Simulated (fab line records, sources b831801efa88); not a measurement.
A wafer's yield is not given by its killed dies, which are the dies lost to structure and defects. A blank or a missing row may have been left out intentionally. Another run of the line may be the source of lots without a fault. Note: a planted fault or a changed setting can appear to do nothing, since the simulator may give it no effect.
Matching of chambers -- flow sky130 -- 4 sister chambers for SKY_POLY_GATE_ETCH_17 on rie-si-02
The step etches poly-Si in HBr/Cl2, stops on SiO2, target depth 180 nm, time 70.5 s. 4 wafers are shown with their chamber, then 8 later ones without.

## WAFERS PAIRED WITH THEIR CHAMBERS
wafer,chamber,drypump-motor-current-A (A)
L757.2,3,5.9
L758.1,0,6.3
L758.6,2,5.9
L760.2,1,5.7

## WAFERS WHOSE CHAMBER IS MISSING
wafer,drypump-motor-current-A (A)
L760.3,5.9
L760.5,5.9
L762.1,6.3
L762.4,5.8
L762.5,5.8
L764.1,5.9
L764.5,5.7
L764.6,6.3

## WHICH CHAMBER EACH ONE RAN IN
wafer,from the rows above,in truth
L760.3,can't be placed: 2 or 3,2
L760.5,can't be placed: 2 or 3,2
L762.1,0,0
L762.4,can't be placed: 1 or 2 or 3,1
L762.5,can't be placed: 1 or 2 or 3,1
L764.1,can't be placed: 2 or 3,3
L764.5,1,1
L764.6,0,0
Correctly placed: 3 of 8. Unplaceable from these rows: 5, with the true chamber sitting among the candidates in 5. Wrongly placed: 0.
How it was worked out, from the rows above alone: a wafer's distance from a chamber is the root of the sum, over the readings, of the square of ((its reading less the chamber's mean) divided by the reading's scatter). The wafer belongs to the nearest chamber; if the next one is less than 2 further off, it can't be placed. A chamber's mean is the mean of its shown wafers. The scatter: root of mean squared gap, hidden wafer to nearest shown wafer, with one shown wafer a chamber.
